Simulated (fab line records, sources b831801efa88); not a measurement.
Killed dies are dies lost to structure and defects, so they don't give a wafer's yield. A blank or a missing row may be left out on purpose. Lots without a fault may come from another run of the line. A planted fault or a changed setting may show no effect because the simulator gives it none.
Chamber matching | flow gf180mcu | GF_V2_CVD_02 on pecvd-02: 3 sister chambers
The step deposits SiO2 from TEOS, target thk 850 nm, time 94.851 s. 3 wafers are shown with their chamber, then 10 later ones without.

WAFERS WITH THEIR CHAMBER
wafer  | chamber | heater_power_w (W)
L084.1 | 2       | 564
L087.1 | 1       | 717
L087.2 | 0       | 609

WAFERS WITHOUT THEIR CHAMBER
wafer  | heater_power_w (W)
L087.3 | 580
L087.4 | 650
L087.5 | 637
L087.6 | 727
L093.2 | 537
L093.4 | 659
L093.6 | 748
L097.2 | 722
L097.4 | 747
L097.5 | 525

WHICH CHAMBER EACH WENT THROUGH
wafer  | from the rows above          | in truth
L087.3 | can't be placed: 2 or 0      | 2
L087.4 | can't be placed: 0 or 1 or 2 | 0
L087.5 | can't be placed: 0 or 2 or 1 | 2
L087.6 | 1                            | 1
L093.2 | can't be placed: 2 or 0      | 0
L093.4 | can't be placed: 0 or 1 or 2 | 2
L093.6 | 1                            | 1
L097.2 | 1                            | 1
L097.4 | 1                            | 1
L097.5 | can't be placed: 2 or 0      | 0
Placed correctly: 4 of 10. Can't be placed from these rows: 6 (the true chamber is among the candidates in 6). Placed wrongly: 0.
How it was worked out, from the rows above alone: a wafer's distance from a chamber is the root of the sum, over the readings, of the square of ((its reading less the chamber's mean) divided by the reading's scatter). The wafer belongs to the nearest chamber; if the next one is less than 2 further off, it can't be placed. A chamber's mean is the mean of its shown wafers. The scatter: with one shown wafer a chamber, the root of the mean of the squares of how far each hidden wafer lies from its nearest shown one.
